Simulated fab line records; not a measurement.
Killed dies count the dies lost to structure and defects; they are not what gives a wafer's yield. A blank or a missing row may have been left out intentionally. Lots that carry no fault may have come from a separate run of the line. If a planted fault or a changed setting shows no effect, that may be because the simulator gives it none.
fab line records | flow gf180mcu | part 2 of 2: steps 29 to 39 of 39
[record] lots = 5 wafers = 15 lastDay = 34
route steps=602 shown HV_LDD@201 NSD@235
lots with no fault: from the same line, run without faults
startH: hours from the record's opening day to when the first of the lot's shown wafers began | waitH: hours from the lot's prior step to this one | " repeats the value in the row above | L1.1+2: several wafers, shown together as one row | - either no value or no given start | * or withheld: withheld | < > ~ a bound
route shown NAME@n: a module of which the file shows steps, and the number in the route of the first | usual: average and standard deviation across the fault-free wafers | same: alike in all rows | chamber/n: place in a boat | sites: the reading at each site | _std_site: their standard deviation | _edge_site: outer sites' mean less inner sites' | radiusMm: for every site, how far away it sits from the centre of the wafer | mask NAME#n: copy n | behind: tool/chamber where the wafer was last shaped | hold: the reason the lot was held/the length of the hold in hours/how it ended | device: the transistor (n, p or np) that didn't switch | end of line: tests of these same wafers at the route's end | a step with no rows: only its recipe | killed: dies that structure and defects cost at the first sort, which is not the same as the wafer's yield | map: per-die view of a wafer (x killed, . not killed, _ where there is no die)
set.NAME: the setting the step ran with; set.NAME@STEP: the setting that earlier step ran with | model.NAME: the simulator's own value behind a step, which no gauge read
lots at selected steps of the route; one table per step, one row per wafer
services: the hour from which a tool's chamber was out of use, counted from the record's first day as startH (under 0 if before that day), plus the number of hours and why
[[steps]]
[step GF_HV_LDD_RS_MEAS_53]
[recipe] thkMeasGauge = four-point-probe
[usual] HV_LDD_RS = 418.7/0.97
// columns lot.wafer tool chamber startH waitH HV_LDD_RS[ohm/sq]
L084.1 filmMetro-01 - 353.15 0.1 419.3
L084.5 " - " " 419.3
L084.6 " - " " 419.4
L088.2 filmMetro-03 - 389.11 0.1 419.5
L088.3 " - " " 417.4
L088.4 " - " " 417.9
L093.1 filmMetro-03 - 434.84 0.1 418.8
L093.2 " - " " 419.1
L093.4 " - " " 419.0
L095.2 filmMetro-03 - 438.48 0.1 419.8
L095.3 " - " " 418.4
L095.5 " - " " 419.4
L097.3 filmMetro-03 - 469.38 0.1 415.5
L097.5 " - " " 417.3
L097.6 " - " " 416.9
[step GF_HV_LDD_CVD_54]
[recipe] material = SiO2 targetThkNm = 10 precursor = TEOS tempC = 680 timeS = 75 pressureMtorr = 400
// columns lot.wafer tool chamber startH waitH
L084.1+5+6 lpcvd-01 0 353.27 0.1
L088.2+3+4 lpcvd-02 1 389.21 0.1
L093.1+2+4 lpcvd-02 0 434.96 0.1
L095.2+3+5 lpcvd-02 1 438.72 0.2
L097.3+5+6 lpcvd-02 1 469.46 0.1
[step GF_HV_LDD_THK_MEAS_55]
[recipe] reads = SiO2_of_HV_LDD_CVD_54
[usual] HV_LDD_CVD_54_THK = 10.00/0.17
// columns lot.wafer tool chamber startH waitH HV_LDD_CVD_54_THK[nm]
L084.1 filmMetro-04 - 354.29 0.0 10.11
L084.5 " - " " 10.02
L084.6 " - " " 10.15
L088.2 filmMetro-01 - 390.24 0.0 10.05
L088.3 " - " " 9.97
L088.4 " - " " 9.99
L093.1 filmMetro-03 - 435.98 0.0 10.18
L093.2 " - " " 10.13
L093.4 " - " " 10.23
L095.2 filmMetro-04 - 439.75 0.0 9.72
L095.3 " - " " 9.70
L095.5 " - " " 9.70
L097.3 filmMetro-03 - 471.77 0.0 9.84
L097.5 " - " " 9.95
L097.6 " - " " 9.99
[step GF_HV_LDD_CVD_56]
[recipe] material = Si3N4 precursor = DCS/NH3 targetThkNm = 90 tempC = 770 timeS = 1543 pressureMtorr = 250
// columns lot.wafer tool chamber startH waitH
L084.1+5+6 lpcvd-02 1 354.35 0.1
L088.2+3+4 lpcvd-01 1 390.29 0.0
L093.1+2+4 lpcvd-01 0 436.04 0.1
L095.2+3+5 lpcvd-01 0 439.80 0.0
L097.3+5+6 lpcvd-01 1 472.29 0.5
[step GF_HV_LDD_THK_MEAS_57]
[recipe] reads = Si3N4_of_HV_LDD_CVD_56
[usual] HV_LDD_CVD_56_THK = 90.0/0.96
// columns lot.wafer tool chamber startH waitH HV_LDD_CVD_56_THK[nm]
L084.1 filmMetro-04 - 355.78 0.0 88.9
L084.5 " - " " 89.4
L084.6 " - " " 89.6
L088.2 filmMetro-01 - 391.73 0.0 90.7
L088.3 " - " " 89.7
L088.4 " - " " 90.1
L093.1 filmMetro-04 - 437.47 0.0 90.6
L093.2 " - " " 90.4
L093.4 " - " " 90.1
L095.2 filmMetro-03 - 441.24 0.0 91.0
L095.3 " - " " 91.1
L095.5 " - " " 91.2
L097.3 filmMetro-04 - 473.74 0.0 92.5
L097.5 " - " " 92.0
L097.6 " - " " 92.6
[step GF_HV_LDD_ETCHBACK_58]
[recipe] chemistry = CH3F/O2 target = Si3N4 stopOn = SiO2 sourceW = 400 biasW = 80 pressureMtorr = 25 ch3fFlowSccm = 40 O2_flow_sccm = 30 timeS = 100 targetDepthA = 900
[usual] O2_flow_sccm = 29.99/0.088 ch3fFlowSccm = 40.00/0.12 drypumpMotorCurrentA = 5.6/0.52 oesProductAu = 0.843/0.0071 throttleValvePct = 10.561/0.0088
// columns lot.wafer tool chamber startH waitH O2_flow_sccm ch3fFlowSccm drypumpMotorCurrentA oesProductAu rfHoursCounterH throttleValvePct
L084.1 rieDiel-04 1 355.84 0.1 30.10 40.11 5.6 0.836 74 10.542
L084.5 " 0 " " 29.94 40.08 5.6 0.845 - 10.549
L084.6 " 3 " " 30.14 39.98 5.3 0.841 - 10.567
L088.2 rieDiel-02 0 391.78 0.0 29.97 40.10 6.2 0.849 83 10.555
L088.3 " 2 " " 29.98 39.91 5.9 0.843 120 10.575
L088.4 " 2 " " 29.92 40.08 5.9 0.841 - 10.542
L093.1 rieDiel-01 2 437.53 0.1 30.04 39.82 6.5 0.842 6 10.558
L093.2 " 0 " " 29.88 40.01 5.2 0.840 6 10.553
L093.4 " 3 " " 29.90 40.16 6.4 0.839 8 10.547
L095.2 rieDiel-04 2 441.29 0.0 29.89 39.88 4.9 0.848 9 10.563
L095.3 " 3 " " 30.00 40.12 5.3 0.847 51 10.567
L095.5 " 0 " " 30.05 39.98 5.6 0.846 - 10.563
L097.3 rieDiel-01 0 473.78 0.0 29.93 39.90 5.2 0.856 7 10.563
L097.5 " 3 " " 30.10 40.28 6.4 0.853 - 10.567
L097.6 " 2 " " 30.13 39.95 6.5 0.857 - 10.570
[step GF_NSD_DEHYDRATE_00]
[recipe] tempC = 200 timeS = 60
[usual] exhaustPa = 45.0/0.99
// columns lot.wafer tool chamber startH waitH exhaustPa
L084.1 lithoTrack-02 0 365.86 10.0 45.0
L084.5 " 0 " " 45.1
L084.6 " 0 " " 44.8
L088.2 lithoTrack-02 0 403.18 11.4 43.5
L088.3 " 0 " " 45.8
L088.4 " 0 " " 44.7
L093.1 lithoTrack-02 0 449.46 11.9 45.1
L093.2 " 0 " " 44.4
L093.4 " 0 " " 45.3
L095.2 lithoTrack-02 0 452.93 11.6 45.9
L095.3 " 0 " " 45.5
L095.5 " 0 " " 47.4
L097.3 lithoTrack-04 0 484.95 11.1 43.9
L097.5 " 0 " " 42.9
L097.6 " 0 " " 44.4
[step GF_NSD_HMDS_01]
[recipe] primeTimeS = 60 primeTempC = 120
[usual] exhaustPa = 45.0/0.95
// columns lot.wafer tool chamber startH waitH exhaustPa
L084.1 lithoTrack-02 0 366.01 0.1 46.2
L084.5 " 0 " " 43.9
L084.6 " 0 " " 44.3
L088.2 lithoTrack-02 0 403.33 0.1 45.4
L088.3 " 0 " " 46.7
L088.4 " 0 " " 46.0
L093.1 lithoTrack-02 0 449.61 0.1 44.6
L093.2 " 0 " " 44.2
L093.4 " 0 " " 45.4
L095.2 lithoTrack-02 0 453.08 0.1 43.6
L095.3 " 0 " " 46.4
L095.5 " 0 " " 44.7
L097.3 lithoTrack-04 0 485.10 0.1 44.1
L097.5 " 0 " " 44.4
L097.6 " 0 " " 45.7
[step GF_NSD_COAT_02]
[recipe] resist = NOVOLAK spinRpm = 3000 resistThkNm = 1000
[usual] exhaustPa = 44.9/0.91 spinSpeedRpm = 2999.9/1.9
// columns lot.wafer tool chamber startH waitH exhaustPa spinSpeedRpm
L084.1 lithoTrack-02 0 366.16 0.1 44.3 3004.1
L084.5 " 0 " " 44.9 2999.3
L084.6 " 0 " " 44.2 3001.4
L088.2 lithoTrack-02 0 403.48 0.1 45.2 3001.5
L088.3 " 0 " " 45.6 2997.4
L088.4 " 0 " " 46.3 2998.6
L093.1 lithoTrack-02 0 449.76 0.1 45.4 2993.8
L093.2 " 0 " " 45.7 3001.6
L093.4 " 0 " " 44.5 2997.8
L095.2 lithoTrack-02 0 453.23 0.1 44.7 3001.0
L095.3 " 0 " " 44.4 3001.4
L095.5 " 0 " " 45.2 3002.9
L097.3 lithoTrack-04 0 485.25 0.1 45.5 3002.1
L097.5 " 0 " " 45.8 2999.4
L097.6 " 0 " " 46.1 3000.0
[step GF_NSD_SOFTBAKE_03]
[recipe] tempC = 90 timeS = 60 resist = NOVOLAK
[usual] exhaustPa = 45.0/0.75
// columns lot.wafer tool chamber startH waitH exhaustPa
L084.1 lithoTrack-02 0 366.31 0.1 45.9
L084.5 " 0 " " 46.1
L084.6 " 0 " " 45.0
L088.2 lithoTrack-02 0 403.63 0.1 46.3
L088.3 " 0 " " 46.2
L088.4 " 0 " " 45.4
L093.1 lithoTrack-02 0 449.91 0.1 45.3
L093.2 " 0 " " 44.7
L093.4 " 0 " " 44.7
L095.2 lithoTrack-02 0 453.38 0.1 46.3
L095.3 " 0 " " 45.7
L095.5 " 0 " " 45.9
L097.3 lithoTrack-04 0 485.40 0.1 43.8
L097.5 " 0 " " 45.0
L097.6 " 0 " " 44.6
[step GF_NSD_EXPOSE_04]
[recipe] maskId = Nplus targetCdNm = 400 na = 0.6 sourceShape = conventional sigmaOuter = 0.6 doseMj = 140
// columns lot.wafer tool chamber startH waitH mask
L084.1+5+6 ilineStepper-02 0 - - Nplus#0
L088.2+3+4 ilineStepper-01 0 - - Nplus#0
L093.1+2+4 ilineStepper-02 0 - - Nplus#0
L095.2+3+5 ilineStepper-01 0 - - Nplus#0
L097.3+5+6 ilineStepper-01 0 - - Nplus#0
[[services]]
// columns tool chamber startH hours kind
plasmaAsher-02 - 297.51 0.6 repair
rieDiel-01 3 297.57 5.7 repair
plasmaAsher-02 - 315.76 1.6 repair
implanter-02 - 317.21 6.4 repair
plasmaAsher-02 - 325.43 2.8 pm
rieDiel-02 3 326.36 18.8 repair
ilineStepper-01 - 327.70 1.7 pm
implanter-02 - 328.36 4.1 pm
lpcvd-02 - 331.79 4.3 pm
wetBench-03 - 349.62 1.7 repair
ilineStepper-02 - 349.77 1.7 pm
rieDiel-02 3 351.18 17.2 repair
rieDiel-01 1 360.64 4.5 repair
wetBench-01 - 362.04 4.1 repair
wetBench-02 - 363.12 2.9 repair
rieDiel-02 1 372.18 4.8 repair
implanter-04 - 382.41 4.0 pm
ilineStepper-01 - 382.88 4.1 repair
plasmaAsher-03 - 397.30 0.8 repair
implanter-04 - 402.82 3.8 repair
plasmaAsher-01 - 421.25 9.0 pm
implanter-02 - 425.67 6.4 repair
implanter-04 - 460.72 100.3 pm
rieDiel-04 0 469.11 2.1 repair
